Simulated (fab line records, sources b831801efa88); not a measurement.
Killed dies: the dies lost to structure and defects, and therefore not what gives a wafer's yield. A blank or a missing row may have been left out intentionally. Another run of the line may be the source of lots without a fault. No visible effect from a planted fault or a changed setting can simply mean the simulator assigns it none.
What tool caused it? | flow gf180mcu | 36 wafers from 12 lots sampled at 4 of the route's 602 steps

WHAT EACH GAUGE READ, for each wafer
GF_CONTACT_THK_MEAS_26: measures by xrf.
lot  | measured     | on            | CONTACT_W_THK (nm)
L724 | day 16 04:32 | film metro-02 | 287 289 293
L725 | day 16 10:17 | film metro-02 | 293 295 289
L726 | day 16 23:02 | film metro-02 | 296 291 295
L727 | day 17 07:31 | film metro-02 | 291 287 285
L728 | day 17 16:01 | film metro-03 | 294 295 290
L729 | day 18 04:31 | film metro-03 | 299 293 297
L730 | day 18 10:49 | film metro-02 | 294 293 295
L731 | day 19 04:24 | film metro-02 | 289 285 282
L739 | day 21 15:13 | film metro-02 | 293 295 290
L740 | day 22 01:40 | film metro-02 | 284 288 285
L743 | day 22 23:19 | film metro-02 | 288 285 283
L744 | day 23 10:49 | film metro-02 | 291 284 288

GF_M1_THK_MEAS_06: measures by xrf.
lot  | measured     | on            | M1_ALCU_THK (nm)
L724 | day 16 05:20 | film metro-01 | 453 451 452
L725 | day 16 10:59 | film metro-04 | 455 451 453
L726 | day 16 23:52 | film metro-04 | 448 441 446
L727 | day 17 08:13 | film metro-04 | 444 446 453
L728 | day 17 16:43 | film metro-04 | 452 445 445
L729 | day 18 05:13 | film metro-04 | 459 454 459
L730 | day 18 11:31 | film metro-03 | 448 450 452
L731 | day 19 05:06 | film metro-04 | 446 440 450
L739 | day 21 15:55 | film metro-04 | 429 423 418
L740 | day 22 02:23 | film metro-04 | 431 426 438
L743 | day 23 00:01 | film metro-04 | 456 454 455
L744 | day 23 11:31 | film metro-04 | 454 457 454

GF_V1_BOW_MEAS_05.
lot  | measured     | on            | V1_BOW (um)
L724 | day 17 04:11 | film metro-02 | 67 85 87
L725 | day 17 10:35 | film metro-03 | 73 71 84
L726 | day 18 00:31 | film metro-04 | 99 97 86
L727 | day 18 08:30 | film metro-02 | 94 68 83
L728 | day 18 17:17 | film metro-03 | 90 79 89
L729 | day 19 05:48 | film metro-04 | 81 88 77
L730 | day 19 12:35 | film metro-02 | 80 88 78
L731 | day 20 06:58 | film metro-03 | 84 78 83
L739 | day 22 17:05 | film metro-02 | 85 96 84
L740 | day 23 02:49 | film metro-04 | 98 91 81
L743 | day 24 00:18 | film metro-04 | 95 90 86
L744 | day 24 11:14 | film metro-04 | 77 86 70

TOOL THAT RAN EACH LOT (tool first, then ch and the chambers of the sampled wafers, then the start)
lot  | GF_M1_SPUTTER_04
L724 | pvd sputter-04, day 16 05:09
L725 | pvd sputter-04, day 16 10:50
L726 | pvd sputter-01, day 16 23:34
L727 | pvd sputter-01, day 17 08:03
L728 | pvd sputter-01, day 17 16:32
L729 | pvd sputter-04, day 18 05:02
L730 | pvd sputter-02, day 18 11:21
L731 | pvd sputter-02, day 19 04:56
L739 | pvd sputter-02, day 21 15:44
L740 | pvd sputter-02, day 22 02:13
L743 | pvd sputter-04, day 22 23:50
L744 | pvd sputter-01, day 23 11:20
- GF_M1_SPUTTER_04: material TiN, target thk 50 nm, time 41.7 s.

AS READ BY THE TOOLS THEMSELVES (means over the sampled wafers that have a number; for cases with no such wafer, the mark the record gives instead)
GF_M1_SPUTTER_04.
lot  | tool           | cathode dc power W (W) | chamber pressure pa (Pa) | throttle valve pct (%)
L724 | pvd sputter-04 | 6500.6                 | 0.4006                   | 29.6
L725 | pvd sputter-04 | 6500.8                 | 0.4006                   | 30.6
L726 | pvd sputter-01 | 6499.3                 | 0.4000                   | 29.8
L727 | pvd sputter-01 | 6499.7                 | 0.4001                   | 29.7
L728 | pvd sputter-01 | 6500.2                 | 0.3994                   | 30.4
L729 | pvd sputter-04 | 6500.5                 | 0.3999                   | 30.1
L730 | pvd sputter-02 | 6502.0                 | 0.4000                   | 29.5
L731 | pvd sputter-02 | 6500.5                 | 0.4003                   | 29.5
L739 | pvd sputter-02 | 6499.6                 | 0.3991                   | 29.6
L740 | pvd sputter-02 | 6500.1                 | 0.3999                   | 28.9
L743 | pvd sputter-04 | 6499.9                 | 0.3999                   | 30.1
L744 | pvd sputter-01 | 6499.9                 | 0.4001                   | 30.5

THE ANSWER, worked out from the rows above alone
Rule: usual is defined by the lots themselves. Put in order of their means at a reading, lots are off if they are a third of the lots or fewer, leave a main group of 4 or more, and stand apart from it by a gap of 3 or more times the standard deviation of the main group's means; of several such gaps the widest counts. If all means in a main group match to the digits the tables above print for the reading, that group is not used. Also off: a lot with no number at a reading for which 4 or more lots have one. All remaining lots with rows at the step are treated as sound. The gauges are gone through in route order, then the tools' own readings, and for those a lot's mean is taken as printed above. At the first step where some lot is off, the reading lying furthest off is the one used; lots without a number count as furthest.
Off: L739, L740, seen at GF_M1_THK_MEAS_06 (M1_ALCU_THK). The main group has a mean of 451 nm with a standard deviation of 4.1.
A tool fits if, at a process step before that reading, it ran every lot that is off, and no sound lot after the first of them. Gauges at GF_M1_THK_MEAS_06: tried the same way as those tools. One candidate fits, namely pvd sputter-02 at GF_M1_SPUTTER_04. A fault onset in the window from L731 (day 19 04:56, its last sound lot) to L739 (day 21 15:44, its first lot off) fits.

WHAT THE SIMULATOR HAD INSERTED
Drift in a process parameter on pvd sputter-02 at GF_M1_SPUTTER_04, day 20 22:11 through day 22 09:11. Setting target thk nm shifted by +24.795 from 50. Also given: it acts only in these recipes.
Struck lots among those shown: L739, L740. The rule given above showed the same thing.
